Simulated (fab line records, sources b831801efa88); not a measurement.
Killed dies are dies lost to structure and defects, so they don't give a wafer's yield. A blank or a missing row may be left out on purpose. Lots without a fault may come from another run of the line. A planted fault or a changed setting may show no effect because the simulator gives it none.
Chamber matching | flow gf180mcu | GF_PASSIVATION_CVD_00 on pecvd-03: 3 sister chambers
The step deposits SiO2 from TEOS, target thk 1000 nm, time 111.95 s. 3 wafers are shown with their chamber, then 7 later ones without.

WAFERS WITH THEIR CHAMBER
wafer  | chamber | heater_power_outer_w (W)
L660.1 | 0       | 361
L668.1 | 2       | 405
L668.3 | 1       | 440

WAFERS WITHOUT THEIR CHAMBER
wafer  | heater_power_outer_w (W)
L668.4 | 465
L669.1 | 394
L669.3 | 486
L669.4 | 403
L670.3 | 499
L670.4 | 399
L670.5 | 427

WHICH CHAMBER EACH WENT THROUGH
wafer  | from the rows above          | in truth
L668.4 | can't be placed: 1 or 2      | 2
L669.1 | can't be placed: 2 or 0 or 1 | 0
L669.3 | can't be placed: 1 or 2      | 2
L669.4 | can't be placed: 2 or 1 or 0 | 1
L670.3 | can't be placed: 1 or 2      | 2
L670.4 | can't be placed: 2 or 0 or 1 | 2
L670.5 | can't be placed: 1 or 2 or 0 | 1
Placed correctly: 0 of 7. Can't be placed from these rows: 7 (the true chamber is among the candidates in 7). Placed wrongly: 0.
How it was worked out, from the rows above alone: a wafer's distance from a chamber is the root of the sum, over the readings, of the square of ((its reading less the chamber's mean) divided by the reading's scatter). The wafer belongs to the nearest chamber; if the next one is less than 2 further off, it can't be placed. A chamber's mean is the mean of its shown wafers. The scatter: with one shown wafer a chamber, the root of the mean of the squares of how far each hidden wafer lies from its nearest shown one.
